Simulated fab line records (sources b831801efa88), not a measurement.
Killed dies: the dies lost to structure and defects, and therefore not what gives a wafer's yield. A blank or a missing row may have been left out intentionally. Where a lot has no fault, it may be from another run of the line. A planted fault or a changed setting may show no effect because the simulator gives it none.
fab line records | flow sky130
record lots=11 wafers=33 last-day=50
route steps=708 shown VIA3@594 METAL4@630 VIA4@652 PAD_OPEN@708
lots untouched by any fault: they come from a run of this same line in which no faults occurred
start-h: the number of hours between the record's first day and the start of the first shown wafer of the lot | wait-h: hours elapsed since this lot's preceding step | " unchanged from the row above | L1.1+2: one row covering several wafers at once | - no value present, or no start provided | * or withheld: withheld | < > ~ a bound
route shown NAME@n: a module of which the file shows steps, and the number in the route of the first | usual: mean and standard deviation over wafers with no fault | same: alike in all rows | chamber/n: place in a boat | sites: the reading at each site | _std_site: the standard deviation of these | _edge_site: inner sites' mean taken away from outer sites' mean | radius-mm: how far each site lies from the wafer's centre | mask NAME#n: copy n | behind: tool/chamber where the wafer was last shaped | hold: what put the lot on hold/how long, in hours/how the hold closed | device: which transistor (n, p or np) failed to switch | end of line: tests run on the same wafers once the route is complete | a step with no rows: only its recipe | killed: the dies lost at the first sort to structure and to defects; this is not the yield of the wafer | map: per-die view of a wafer (x killed, . not killed, _ where there is no die)
set.NAME: the run value of the setting; set.NAME@STEP: its run value at that earlier step | model.NAME: the simulator's own value behind a step, which no gauge read
a sample of lots followed through the steps of the route, with each step as a table and each wafer as a row
services: when a tool's chamber went out of use (start-h, in hours from the record's first day, below 0 if earlier), for how many hours, and the reason
## steps
# step SKY_VIA3_CVD_21
# recipe material=W target-thk-nm=390 time-s=117.31 temp-c=400 pressure-torr=40
# usual heater-power-w=805/47
# columns lot.wafer tool chamber start-h wait-h heater-power-w
L849.2 cvd-w-02 0 929.06 0.0 818
L849.4 " 0 " " 829
L849.5 " 1 " " 809
L850.2 cvd-w-01 0 945.62 0.0 676
L850.4 " 0 " " 683
L850.6 " 1 " " 758
L854.1 cvd-w-01 1 973.48 0.0 730
L854.2 " 0 " " 692
L854.5 " 0 " " 666
L857.3 cvd-w-02 0 990.71 0.1 835
L857.4 " 1 " " 795
L857.5 " 1 " " 801
L856.2 cvd-w-02 1 991.90 0.0 814
L856.5 " 0 " " 840
L856.6 " 1 " " 821
L859.3 cvd-w-02 1 1010.07 0.1 816
L859.4 " 0 " " 845
L859.5 " 1 " " 818
L860.2 cvd-w-02 1 1011.13 0.0 826
L860.3 " 1 " " 827
L860.5 " 0 " " 840
L861.1 cvd-w-02 0 1020.97 0.0 846
L861.5 " 1 " " 818
L861.6 " 0 " " 808
L862.2 cvd-w-02 0 1026.13 0.0 839
L862.4 " 0 " " 831
L862.5 " 0 " " 828
L863.3 cvd-w-02 0 1034.87 0.1 843
L863.4 " 1 " " 804
L863.5 " 0 " " 841
L872.1 cvd-w-02 1 1095.37 0.0 810
L872.4 " 1 " " 810
L872.6 " 0 " " 850
# step SKY_METAL4_OVL_MEAS_14
# usual METAL4_OVL=6/6.6
# columns lot.wafer tool chamber start-h wait-h METAL4_OVL[nm]
L849.2 overlay-02 - 980.19 0.1 4
L849.4 " - " " -1
L849.5 " - " " 5
L850.2 overlay-01 - 995.59 0.1 -5
L850.4 " - " " -2
L850.6 " - " " 3
L854.1 overlay-01 - 1021.60 0.1 -7
L854.2 " - " " 7
L854.5 " - " " 6
L857.3 overlay-01 - 1038.15 0.1 -3
L857.4 " - " " -3
L857.5 " - " " -5
L856.2 overlay-02 - 1039.51 0.1 0
L856.5 " - " " 0
L856.6 " - " " 2
L859.3 overlay-01 - 1056.54 0.1 3
L859.4 " - " " -3
L859.5 " - " " -4
L860.2 overlay-01 - 1057.46 0.1 20
L860.3 " - " " 22
L860.5 " - " " 19
L861.1 overlay-02 - 1067.10 0.1 5
L861.5 " - " " 1
L861.6 " - " " 5
L862.2 overlay-01 - 1070.64 0.1 8
L862.4 " - " " 1
L862.5 " - " " -8
L863.3 overlay-02 - 1078.75 0.1 7
L863.4 " - " " 9
L863.5 " - " " 8
L872.1 overlay-02 - 1137.60 0.1 -1
L872.4 " - " " 5
L872.6 " - " " 5
# step SKY_METAL4_METAL_ETCH_18
# recipe target-depth-a=8450 stop-on=SiO2 over-etch-frac=0.3 time-s=183.1 chemistry=Cl2/BCl3 resist-sidewall-deg=88 pressure-mtorr=10 icp-w=900 bias-w=48.5 Cl2_flow_sccm=60 bcl3-flow-sccm=30
# usual bcl3-flow-sccm=30.00/0.088 chamber-pressure-mTorr=10.000/0.0088 drypump-motor-current-A=5.65/0.22 oes-product-au=0.866/0.006 rf-fwd-power-W=896.9/2.5 throttle-valve-pct=22.263/0.009
# columns lot.wafer tool chamber start-h wait-h bcl3-flow-sccm chamber-pressure-mTorr drypump-motor-current-A oes-product-au rf-fwd-power-W rf-hours-counter-h throttle-valve-pct
L849.2 rie-metal-02 0 980.41 0.0 30.05 10.000 5.47 0.860 899.9 7 22.251
L849.4 " 0 " " 29.97 10.007 5.46 0.857 894.5 - 22.274
L849.5 " 0 " " 30.01 9.999 5.47 0.857 896.9 - 22.258
L850.2 rie-metal-04 0 995.81 0.0 30.00 10.006 5.44 0.861 897.6 10 22.238
L850.4 " 1 " " 30.07 10.010 5.98 0.873 897.3 - 22.278
L850.6 " 0 " " 30.04 10.009 5.41 0.869 894.8 - 22.256
L854.1 rie-metal-02 1 1021.79 0.0 30.11 9.999 5.46 0.872 895.2 19 22.263
L854.2 " 0 " " 30.09 10.009 5.44 0.866 893.9 9 22.267
L854.5 " 0 " " 29.94 10.015 5.45 0.862 894.7 - 22.251
L857.3 rie-metal-02 1 1038.42 0.1 30.04 9.993 5.44 0.866 902.1 - 22.253
L857.4 " 0 " " 30.03 9.994 5.44 0.855 895.4 - 22.248
L857.5 " 1 " " 30.05 10.006 5.47 0.865 899.4 - 22.250
L856.2 rie-metal-04 1 1039.69 0.0 30.02 10.008 5.96 0.866 900.7 15 22.272
L856.5 " 1 " " 29.78 10.008 5.96 0.865 896.8 - 22.262
L856.6 " 0 " " 30.00 10.006 5.45 0.875 894.6 - 22.277
L859.3 rie-metal-04 1 1056.77 0.1 30.03 9.979 5.92 0.867 900.3 - 22.253
L859.4 " 0 " " 30.03 9.999 5.43 0.869 898.0 - 22.257
L859.5 " 0 " " 30.00 9.996 5.41 0.857 901.5 - 22.277
L860.2 rie-metal-03 1 1057.64 0.0 29.90 10.014 5.66 0.865 893.6 18 22.259
L860.3 " 0 " " 29.93 10.005 5.95 0.879 895.6 - 22.259
L860.5 " 1 " " 30.11 10.003 5.65 0.863 895.1 - 22.267
L861.1 rie-metal-04 0 1067.29 0.0 30.13 10.001 5.41 0.867 897.6 14 22.255
L861.5 " 1 " " 29.96 10.000 5.96 0.868 894.5 - 22.274
L861.6 " 0 " " 30.17 10.010 5.40 0.882 893.8 - 22.261
L862.2 rie-metal-04 0 1070.82 0.0 30.09 12.000 5.40 0.867 898.7 15 22.250
L862.4 " 0 " " 30.02 12.002 5.44 0.860 894.0 - 22.257
L862.5 " 1 " " 30.00 12.000 5.90 0.861 896.0 - 22.265
L863.3 rie-metal-04 0 1079.11 0.1 29.91 11.998 5.40 0.874 900.1 - 22.264
L863.4 " 1 " " 30.00 11.985 5.96 0.859 904.5 - 22.265
L863.5 " 1 " " 29.93 12.011 5.94 0.870 898.9 - 22.270
L872.1 rie-metal-02 1 1137.79 0.0 30.05 9.999 5.47 0.859 894.8 27 22.281
L872.4 " 1 " " 30.02 9.994 5.46 0.856 891.9 - 22.265
L872.6 " 0 " " 29.93 9.983 5.44 0.865 896.2 - 22.270
# step SKY_VIA4_STRIP_13
# recipe chemistry=O2/N2 power-w=1400 pressure-mtorr=1500 platen-temp-c=withheld o2-flow-sccm=3000 n2-flow-sccm=300 overash-fraction=0.5
# usual drypump-motor-current-A=5.5/0.47 n2-flow-sccm=299.8/0.86 o2-flow-sccm=3002/9.3 oes-product-au=0.710/0.0045 strip-time-to-endpoint-s=12.802/0.025
# columns lot.wafer tool chamber start-h wait-h drypump-motor-current-A n2-flow-sccm o2-flow-sccm oes-product-au rf-hours-counter-h strip-time-to-endpoint-s
L849.2 plasma-asher-01 1 1005.61 - 5.6 300.3 3006 0.708 90 12.764
L849.4 " 1 " " 5.6 300.8 3005 0.706 - 12.830
L849.5 " 1 " " 5.6 300.4 3004 0.713 - 12.825
L850.2 plasma-asher-04 1 1020.52 - 4.8 300.9 3002 0.703 119 12.816
L850.4 " 0 " " 6.2 299.7 3002 0.705 - 12.804
L850.6 " 0 " " 6.2 301.1 3000 0.716 - 12.823
L854.1 plasma-asher-01 0 1045.92 - 5.7 298.1 2994 0.711 94 12.774
L854.2 " 1 " " 5.6 300.1 3000 0.712 94 12.800
L854.5 " 1 " " 5.6 299.2 3009 0.712 - 12.840
L857.3 plasma-asher-01 1 1062.57 - 5.6 299.9 2997 0.711 - 12.816
L857.4 " 0 " " 5.7 301.4 3013 0.711 - 12.738
L857.5 " 1 " " 5.6 300.3 3010 0.709 - 12.829
L856.2 plasma-asher-02 1 1063.27 - 5.0 299.9 2983 0.719 34 12.812
L856.5 " 1 " " 5.0 298.9 3002 0.712 - 12.764
L856.6 " 0 " " 5.9 299.3 3002 0.706 - 12.766
L859.3 plasma-asher-04 1 1078.77 - 4.8 300.8 3004 0.705 - 12.821
L859.4 " 0 " " 6.2 300.6 3001 0.705 - 12.862
L859.5 " 1 " " 4.8 299.9 3012 0.708 - 12.820
L860.2 plasma-asher-02 0 1079.84 - 5.9 299.9 3018 0.704 36 12.821
L860.3 " 0 " " 5.8 301.1 3013 0.711 - 12.794
L860.5 " 1 " " 5.0 299.9 2994 0.705 - 12.831
L861.1 plasma-asher-04 0 1089.42 - 6.2 299.0 3006 0.709 3 12.816
L861.5 " 1 " " 4.8 300.1 2975 0.712 - 12.815
L861.6 " 0 " " 6.2 299.2 3008 0.705 - 12.827
L862.2 plasma-asher-04 0 1093.42 - 6.2 298.7 3018 0.707 4 12.814
L862.4 " 1 " " 4.8 300.0 3015 0.711 - 12.770
L862.5 " 1 " " 4.8 299.7 3020 0.714 - 12.826
L863.3 plasma-asher-02 1 1101.25 - 5.0 299.0 2992 0.708 - 12.764
L863.4 " 0 " " 5.9 300.0 3005 0.714 - 12.791
L863.5 " 0 " " 5.9 299.8 3008 0.713 - 12.794
L872.1 plasma-asher-01 0 1156.77 - 5.7 299.1 2997 0.704 102 12.781
L872.4 " 0 " " 5.7 297.4 2993 0.710 - 12.823
L872.6 " 1 " " 5.6 299.6 3008 0.696 - 12.787
# step SKY_PAD_OPEN_PROBE_99
# usual defect-limited-yield=82.8/2 killed_at_M0_to_M3=43/7.2 killed_at_M4_up=3.0/2 killed-at-contacts=24/5.5 killed-at-front-end=15/4.2 killed-at-other=0.3/0.51 killed-dies=85/10 killed-open=46/7.3 killed-short=38/6.4 sort_bin_3_pad_short=0.9/0.42 sort_bin_5_function=10.3/1.5 sort_bin_6_memory=6.0/1.2 sort-n-pass=407/10 sort-yield-pct=82.8/2
# same gross-dies=492 killed-at-back-side=0 sort_bin_4_leakage[%]=0 sort_bin_8_speed[%]=0
# columns lot.wafer tool chamber start-h wait-h defect-limited-yield[%] killed_at_M0_to_M3 killed_at_M4_up killed-at-contacts killed-at-front-end killed-at-other killed-dies killed-open killed-short sort_bin_3_pad_short[%] sort_bin_5_function[%] sort_bin_6_memory[%] sort-n-pass sort-yield-pct[%]
L859.3 prober-01 - 1142.23 0.2 80.5 52 1 31 12 0 96 53 43 0.6 10.0 8.9 396 80.5
L859.4 prober-01 - 1142.28 0.2 81.3 56 3 19 14 0 92 59 33 0.6 11.2 6.9 400 81.3
L859.5 prober-01 - 1142.33 0.2 82.9 45 2 24 13 0 84 50 34 0.4 10.8 5.9 408 82.9
L863.3 prober-01 - 1163.05 0.2 83.9 47 3 15 14 0 79 42 37 1.2 9.6 5.3 413 83.9
L863.4 prober-01 - 1163.10 0.2 81.1 50 0 19 24 0 93 59 34 1.0 10.6 7.3 399 81.1
L863.5 prober-01 - 1163.15 0.2 86.0 33 2 18 16 0 69 38 31 0.4 9.3 4.3 423 86.0
# killed by level:class
L859.3 VIA1:geometric-particle:open=17 LOCAL_INTERCONNECT:geometric-particle:short=12 CONTACT:geometric-particle:open=9 METAL1:geometric-particle:short=7 VIA3:geometric-particle:open=7 VIA1:geometric-particle:short=6 LI_CONTACT:geometric-particle:open=5 VIA2:geometric-particle:open=5
L859.4 VIA3:geometric-particle:open=14 VIA1:geometric-particle:open=13 FIELD_ISO:geometric-particle:open=8 CONTACT:geometric-particle:open=7 LI_CONTACT:geometric-particle:open=6 METAL2:geometric-particle:short=6 METAL1:geometric-particle:short=5 VIA1:geometric-particle:short=4
L859.5 CONTACT:geometric-particle:open=11 VIA1:geometric-particle:open=10 VIA2:geometric-particle:open=7 METAL1:geometric-particle:short=6 METAL2:geometric-particle:short=5 VIA3:geometric-particle:open=5 POLY_GATE:geometric-particle:open=4 LOCAL_INTERCONNECT:geometric-particle:short=4
L863.3 VIA1:geometric-particle:open=14 VIA2:geometric-particle:open=9 METAL1:geometric-particle:short=7 CONTACT:geometric-particle:short=5 FIELD_ISO:geometric-particle:short=4 VIA1:geometric-particle:short=4 FIELD_ISO:geometric-particle:open=3 VIA3:geometric-particle:open=3
L863.4 VIA1:geometric-particle:open=10 VIA2:geometric-particle:open=9 POLY_GATE:geometric-particle:open=9 CONTACT:geometric-particle:open=7 VIA3:geometric-particle:open=7 FIELD_ISO:geometric-particle:open=5 METAL2:geometric-particle:short=5 VIA3:geometric-particle:short=5
L863.5 VIA1:geometric-particle:open=9 CONTACT:geometric-particle:open=7 POLY_GATE:geometric-particle:short=6 LI_CONTACT:geometric-particle:open=5 VIA3:geometric-particle:open=5 VIA3:geometric-particle:short=5 FIELD_ISO:geometric-particle:open=3 POLY_GATE:geometric-particle:open=3
## services
# columns tool chamber start-h hours kind
rie-metal-04 - 910.39 1.4 pm
cvd-w-01 0 918.00 - clean
cvd-w-01 1 918.00 - clean
rie-metal-02 - 993.73 14.6 pm
plasma-asher-01 - 1014.60 1.4 repair
cvd-w-01 - 1015.79 100.4 repair
plasma-asher-04 - 1021.11 1.4 repair
cvd-w-02 - 1026.85 0.9 repair
plasma-asher-04 - 1055.25 9.0 pm
plasma-asher-04 0 1055.25 9.0 vent-cycle
plasma-asher-04 1 1055.25 9.0 vent-cycle
plasma-asher-04 0 1064.25 - clean
plasma-asher-04 1 1064.25 - clean
rie-metal-03 1 1075.80 3.2 repair
plasma-asher-01 - 1076.75 28.1 pm
cvd-w-01 1 1113.30 1.5 repair
plasma-asher-04 - 1141.85 1.5 repair
rie-metal-02 1 1153.90 - clean
rie-metal-02 1 1153.90 - consumable-replace:focus-ring
rie-metal-02 1 1153.90 17.2 scheduled-down
rie-metal-02 1 1153.90 17.2 vent-cycle
## key
first-sign step=SKY_METAL4_METAL_ETCH_18 reading=chamber-pressure-mTorr direction=up sigmas=99+ usual=10.000 struck=11.999
effect none on later readings
met-at SKY_METAL4_METAL_ETCH_18
struck-lots L862,L863
not-acting-at SKY_VIA3_CVD_21,SKY_METAL4_OVL_MEAS_14,SKY_VIA4_STRIP_13
onset-between 1067.29 1070.82
fault kind=process-parameter-drift tool=rie-metal-04 chamber=- onset-h=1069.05 steps=SKY_METAL4_METAL_ETCH_18 channel=pressure-mtorr offset=2 shape=step end-h=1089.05 acts-in=these-recipes-only stated=10
